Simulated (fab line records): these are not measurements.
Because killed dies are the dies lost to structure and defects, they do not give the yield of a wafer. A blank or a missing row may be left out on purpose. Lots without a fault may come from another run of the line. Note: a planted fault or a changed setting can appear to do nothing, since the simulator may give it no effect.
Which tool was responsible? :: flow sky130 :: route of 708 steps, sampled at 1 step: 13 lots, 39 wafers

== WHAT THE GAUGES SHOWED, per wafer ==
SKY_LOCAL_INTERCONNECT_CD_MEAS_11: the cd target is 170 nm.
lot: L823
measured: day 30 10:38
on: cdSem-01
cdNm (nm): 170.0 170.8 171.1

lot: L825
measured: day 31 06:01
on: cdSem-02
cdNm (nm): 168.1 168.6 170.6

lot: L826
measured: day 31 13:56
on: cdSem-01
cdNm (nm): 172.0 171.4 170.3

lot: L827
measured: day 32 01:12
on: cdSem-02
cdNm (nm): 170.3 172.2 172.4

lot: L829
measured: day 32 15:42
on: cdSem-01
cdNm (nm): 170.5 171.0 169.8

lot: L830
measured: day 32 16:35
on: cdSem-01
cdNm (nm): 167.2 166.3 167.1

lot: L835
measured: day 34 14:59
on: cdSem-01
cdNm (nm): 171.4 170.9 172.1

lot: L836
measured: day 35 10:13
on: cdSem-02
cdNm (nm): 169.0 167.9 168.8

lot: L840
measured: day 36 00:50
on: cdSem-01
cdNm (nm): 169.6 168.5 168.7

lot: L841
measured: day 36 10:56
on: cdSem-02
cdNm (nm): 170.8 169.9 170.7

lot: L842
measured: day 36 18:24
on: cdSem-01
cdNm (nm): 170.9 170.3 170.9

lot: L843
measured: day 36 23:44
on: cdSem-02
cdNm (nm): 167.7 168.7 168.1

lot: L844
measured: day 37 11:24
on: cdSem-02
cdNm (nm): 169.3 170.7 170.8

== TOOL THAT RAN EACH LOT (tool first, then ch and the chambers of the sampled wafers, then the start) ==
Before these readings, the record contains no process step.

== WHAT THE TOOLS THEMSELVES READ (means of the sampled wafers that have a number; where no wafer has one, the mark that the record gives instead) ==
The record holds no such reading with a usual standard deviation.

== THE ANSWER, worked out from the rows above alone ==
Rule: what is usual is taken from the lots themselves. The widest of any qualifying gaps counts: lots, ordered by their means at a reading, are off when they make up no more than a third of the lots, leave a main group of 4 or more, and stand apart from it by 3 or more times the standard deviation of that group's means. The tables above print the reading to a certain number of digits; a main group whose means all agree to those digits is not used. A lot without any number at a reading at which 4 lots or more have one is off too. The other lots that the step has rows for count as sound. First the gauges in route order, then the tools' own readings, where a lot's mean is used as printed above. At the first step where some lot is off, the reading lying furthest off is the one used; lots without a number count as furthest.
No lot is off at any reading shown: from this, nothing can be told.

== WHAT THE SIMULATOR HAD INSERTED ==
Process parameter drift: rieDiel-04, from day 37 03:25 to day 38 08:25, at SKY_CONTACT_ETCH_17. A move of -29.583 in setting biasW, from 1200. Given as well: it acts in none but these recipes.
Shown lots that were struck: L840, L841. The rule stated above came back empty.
